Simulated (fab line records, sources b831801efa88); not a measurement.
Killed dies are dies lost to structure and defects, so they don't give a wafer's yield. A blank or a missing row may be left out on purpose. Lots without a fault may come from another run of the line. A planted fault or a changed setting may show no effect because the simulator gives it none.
Problem report in the 8D (eight disciplines) form, filled by code | flow gf180mcu | the parts of the form that need people (team, actions taken, sign-off) are left out

1. THE PROBLEM
strip_time_to_endpoint_s at GF_HV_LDD_STRIP_49 reads a mean of 13.21 s on 6 wafers of 2 lots; wafers without a fault read 12.63 s with a standard deviation of 0.031. That is +19 standard deviations from the usual mean.
The step: strips in O2/N2.
First seen on wafer L819.1, day 17 19:08, on plasma_asher-04. The record holds 39 wafers of 13 lots with a number at this step. Rule for "out", or "out of limits": more than 4 standard deviations from the usual mean. The other wafers with a number count as sound.

2. WHAT IT IS AND WHAT IT IS NOT
question                    | is                               | is not
which readings at this step | strip_time_to_endpoint_s         | drypump_motor_current_A, heater_power_w
which lots                  | L819, L820                       | L804, L805, L806, L808, L809, L811, L812, L813, L814, L815, L826
which wafers of those lots  | all that have a number           | -
read on which tools         | plasma_asher-01, plasma_asher-04 | plasma_asher-03
when                        | from day 17 19:08                | up to then (30 sound wafers); but 3 sound wafers of L826 came after

3. SUSPECTS, AND WHAT RULES EACH OUT
Counting: a tool at a process step up to the reading stays a suspect if it ran every lot that is out and no sound lot after the first of them.
- litho_track-02 at GF_HV_LDD_COAT_41 (resist thk 1000 nm): kept. It ran every lot that is out, first L819 (day 17 06:57), and no sound lot after that; its last sound lot up to then is L815 (day 15 16:22).
Left after counting: litho_track-02 at GF_HV_LDD_COAT_41.

4. THE CAUSE (what the simulator had put in)
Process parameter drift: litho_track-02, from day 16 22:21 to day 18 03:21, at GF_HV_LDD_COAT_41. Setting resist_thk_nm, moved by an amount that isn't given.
Counting left only this tool.

5. THE CHAIN OF EFFECTS, in route order
Each row: a reading whose mean over the struck wafers that have a number lies more than 3 standard deviations from the usual. Only readings for which the record gives a usual standard deviation are gone through. hours: the time from each lot's start at the first step in this table that gives one to its start at this step, as a median over the lots. sigmas: the change in usual standard deviations.
hours | step               | reading                  | usual   | on struck wafers | change | sigmas
0     | GF_HV_LDD_STRIP_49 | strip_time_to_endpoint_s | 12.63 s | 13.21            | +0.58  | +19
The process steps in it:
- GF_HV_LDD_STRIP_49: strips in O2/N2.

6. WHAT WOULD HAVE CAUGHT IT SOONER
In this record the first reading out of limits was taken at day 17 19:08, 21 hours after the fault began at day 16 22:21.
Of the tool readings at GF_HV_LDD_COAT_41 for which the record gives a usual standard deviation, none was out on any struck wafer, so an alarm limit of 4 standard deviations on them would not have fired.
All the lots that are out (2) had begun GF_HV_LDD_COAT_41 on litho_track-02 by day 17 19:08. A hold on the tool at that time would have spared none of them.
